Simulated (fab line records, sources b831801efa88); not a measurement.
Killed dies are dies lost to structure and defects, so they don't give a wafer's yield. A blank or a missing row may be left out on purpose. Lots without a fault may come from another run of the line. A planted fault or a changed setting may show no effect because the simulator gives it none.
A struck lot beside a sound one | flow gf180mcu | 14 steps out of a route of 602
Sound: wafers L565.2, L565.3, L565.6. Struck: wafers L574.1, L574.3, L574.5. The cause comes at the end.
At each step with rows: each side's tool, then ch and its chambers, then its first start. Under that, the readings that differ: sound wafers | struck wafers | difference of the means | sigmas: that difference in standard deviations of wafers without a fault.
alike: readings whose means differ by less than 2 such deviations, and words and numbers that are the same on both sides. not compared: withheld readings, readings that some wafer has no value for, bounds like >300 that may hide the same value, and numbers for which the record gives no deviation and whose values overlap.
The two part at a step that has a row with sigmas, a row that says differs or no value, or rows on one side only. Numbers that don't overlap but have no deviation are shown without sigmas and don't part them. A reading that every wafer of one side lacks parts them only if that side has two wafers or more.

first, 2 steps without rows for these wafers: GF_V4_STRIP_19 (strips in post etch residue remover, time 1200 s); GF_V4_CLEAN_20 (cleans in DIW).
GF_V4_SPUTTER_21: material Ti, target thk 15 nm, time 80.02 s.
  sound on pvd_sputter-01, day 27 03:27; struck on pvd_sputter-01, day 29 17:25
  alike: cathode_dc_power_W, chamber_pressure_pa, throttle_valve_pct
GF_V4_SPUTTER_22: material TiN, target thk 10 nm, time 40 s.
  sound on pvd_sputter-01, day 27 03:31; struck on pvd_sputter-01, day 29 17:29
  alike: cathode_dc_power_W, chamber_pressure_pa, throttle_valve_pct
then, 1 step without rows for these wafers: GF_V4_CVD_23 (deposits W, target thk 350 nm, time 104.9 s).
GF_V4_RS_MEAS_24: measures by four-point-probe.
  sound on film_metro-04, day 27 03:41; struck on film_metro-04, day 29 17:38
  alike: V4_W_RS
GF_V4_THK_MEAS_25: measures by xrf.
  sound on film_metro-04, day 27 03:47; struck on film_metro-04, day 29 17:45
  alike: V4_W_THK
then, 2 steps without rows for these wafers: GF_V4_CMP_26 (polishes, stops on SiO2, t overpolish 15 s, target thk 0 nm); GF_MIM_SPUTTER_00 (material Ti, target thk 37.5 nm, time 150 s).
GF_MIM_SPUTTER_01: material TiN, target thk 30 nm, time 25 s.
  sound on pvd_sputter-02, day 27 04:14; struck on pvd_sputter-03, day 29 18:13
  alike: cathode_dc_power_W, chamber_pressure_pa, throttle_valve_pct
then, 1 step without rows for these wafers: GF_MIM_SPUTTER_02 (material AlCu, target thk 450 nm, time 23.9 s).
GF_MIM_SPUTTER_03: material Ti, target thk 10 nm, time 6.7 s.
  sound on pvd_sputter-02, day 27 04:18; struck on pvd_sputter-03, day 29 18:16
  alike: cathode_dc_power_W, chamber_pressure_pa, throttle_valve_pct
GF_MIM_SPUTTER_04: material TiN, target thk 50 nm, time 41.7 s.
  sound on pvd_sputter-02, day 27 04:19; struck on pvd_sputter-03, day 29 18:17
  no value came back on the struck wafers for cathode_dc_power_W (W), chamber_pressure_pa (Pa), throttle_valve_pct (%); on the sound wafers cathode_dc_power_W (W) reads 6500.6 6499.1 6502.5
GF_MIM_CVD_05: deposits Si3N4, target thk 42 nm, time 29.086 s.
  sound on pecvd-01 ch 0,2, day 27 04:22; struck on pecvd-04 ch 0,1, day 29 18:20
  alike: heater_power_w, rf_fwd_power_W
  not compared: since_wet_clean_h

WHERE THEY PART
Only at GF_MIM_SPUTTER_04, within this record. Later steps at which nothing parts them and some readings are alike: GF_MIM_CVD_05.

WHY: what the simulator had put in
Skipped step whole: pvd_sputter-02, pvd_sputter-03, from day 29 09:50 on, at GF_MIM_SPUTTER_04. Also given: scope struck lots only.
